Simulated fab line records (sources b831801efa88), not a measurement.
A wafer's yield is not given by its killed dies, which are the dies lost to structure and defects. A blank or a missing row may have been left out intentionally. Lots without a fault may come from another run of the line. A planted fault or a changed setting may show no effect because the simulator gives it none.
Chamber matching :: flow sky130 :: SKY_CONTACT_ETCH_18 on rie_diel-02 has 4 sister chambers
The step etches Si3N4 in CHF3/O2, stops on TiN, time 39 s, target depth 75 nm. 14 wafers are shown with their chamber, then 7 later ones without.

EACH WAFER AND ITS CHAMBER
wafer: L959.2
chamber: 0
drypump_motor_current_A (A): 5.2
throttle_valve_pct (%): 8.779
oes_product_au (a.u.): 0.855

wafer: L959.4
chamber: 0
drypump_motor_current_A (A): 5.2
throttle_valve_pct (%): 8.774
oes_product_au (a.u.): 0.857

wafer: L959.5
chamber: 1
drypump_motor_current_A (A): 6.3
throttle_valve_pct (%): 8.793
oes_product_au (a.u.): 0.860

wafer: L960.1
chamber: 3
drypump_motor_current_A (A): 5.9
throttle_valve_pct (%): 8.789
oes_product_au (a.u.): 0.847

wafer: L960.2
chamber: 0
drypump_motor_current_A (A): 5.3
throttle_valve_pct (%): 8.797
oes_product_au (a.u.): 0.851

wafer: L960.4
chamber: 2
drypump_motor_current_A (A): 6.5
throttle_valve_pct (%): 8.783
oes_product_au (a.u.): 0.858

wafer: L963.1
chamber: 2
drypump_motor_current_A (A): 6.5
throttle_valve_pct (%): 8.803
oes_product_au (a.u.): 0.856

wafer: L963.4
chamber: 1
drypump_motor_current_A (A): 6.4
throttle_valve_pct (%): 8.794
oes_product_au (a.u.): 0.860

wafer: L963.5
chamber: 1
drypump_motor_current_A (A): 6.4
throttle_valve_pct (%): 8.777
oes_product_au (a.u.): 0.849

wafer: L965.1
chamber: 3
drypump_motor_current_A (A): 5.9
throttle_valve_pct (%): 8.800
oes_product_au (a.u.): 0.859

wafer: L965.3
chamber: 2
drypump_motor_current_A (A): 6.5
throttle_valve_pct (%): 8.791
oes_product_au (a.u.): 0.852

wafer: L965.4
chamber: 1
drypump_motor_current_A (A): 6.4
throttle_valve_pct (%): 8.798
oes_product_au (a.u.): 0.861

wafer: L967.1
chamber: 0
drypump_motor_current_A (A): 5.3
throttle_valve_pct (%): 8.798
oes_product_au (a.u.): 0.848

wafer: L967.2
chamber: 1
drypump_motor_current_A (A): 6.3
throttle_valve_pct (%): 8.765
oes_product_au (a.u.): 0.847

SIGNATURES (means of the wafers above)
reading: drypump_motor_current_A
chamber 0: 5.250
chamber 1: 6.360
chamber 2: 6.500
chamber 3: 5.900
scatter within a chamber: 0.0469

reading: throttle_valve_pct
chamber 0: 8.78700
chamber 1: 8.78540
chamber 2: 8.79233
chamber 3: 8.79450
scatter within a chamber: 0.0122

reading: oes_product_au
chamber 0: 0.85275
chamber 1: 0.85540
chamber 2: 0.85533
chamber 3: 0.85300
scatter within a chamber: 0.0057
Rule: for a wafer and a chamber, the distance is found by dividing, reading by reading, the gap between the wafer's reading and the chamber's mean by the reading's scatter, squaring, summing and taking the root. The wafer belongs to the nearest chamber; if the next one is less than 2 further off, it can't be placed. The scatter: the root of (the sum of the squares of (reading less its chamber's mean) over the shown wafers, divided by (wafers less chambers)).

WAFERS WITH NO CHAMBER GIVEN
wafer: L967.5
drypump_motor_current_A (A): 6.5
throttle_valve_pct (%): 8.800
oes_product_au (a.u.): 0.867

wafer: L979.2
drypump_motor_current_A (A): 5.2
throttle_valve_pct (%): 8.798
oes_product_au (a.u.): 0.847

wafer: L979.4
drypump_motor_current_A (A): 5.9
throttle_valve_pct (%): 8.802
oes_product_au (a.u.): 0.850

wafer: L979.5
drypump_motor_current_A (A): 5.2
throttle_valve_pct (%): 8.799
oes_product_au (a.u.): 0.857

wafer: L981.1
drypump_motor_current_A (A): 6.4
throttle_valve_pct (%): 8.787
oes_product_au (a.u.): 0.840

wafer: L981.4
drypump_motor_current_A (A): 6.4
throttle_valve_pct (%): 8.782
oes_product_au (a.u.): 0.860

wafer: L981.6
drypump_motor_current_A (A): 6.5
throttle_valve_pct (%): 8.795
oes_product_au (a.u.): 0.861

CHAMBER TAKEN BY EACH
wafer: L967.5
from the rows above: can't be placed: 2 or 1
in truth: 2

wafer: L979.2
from the rows above: 0
in truth: 0

wafer: L979.4
from the rows above: 3
in truth: 3

wafer: L979.5
from the rows above: 0
in truth: 0

wafer: L981.1
from the rows above: can't be placed: 1 or 2
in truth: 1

wafer: L981.4
from the rows above: can't be placed: 1 or 2
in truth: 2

wafer: L981.6
from the rows above: 2
in truth: 2
4 of 7 placed correctly. Not placeable from these rows: 3 (in 3, the candidates include the true chamber). Number placed wrongly: 0.
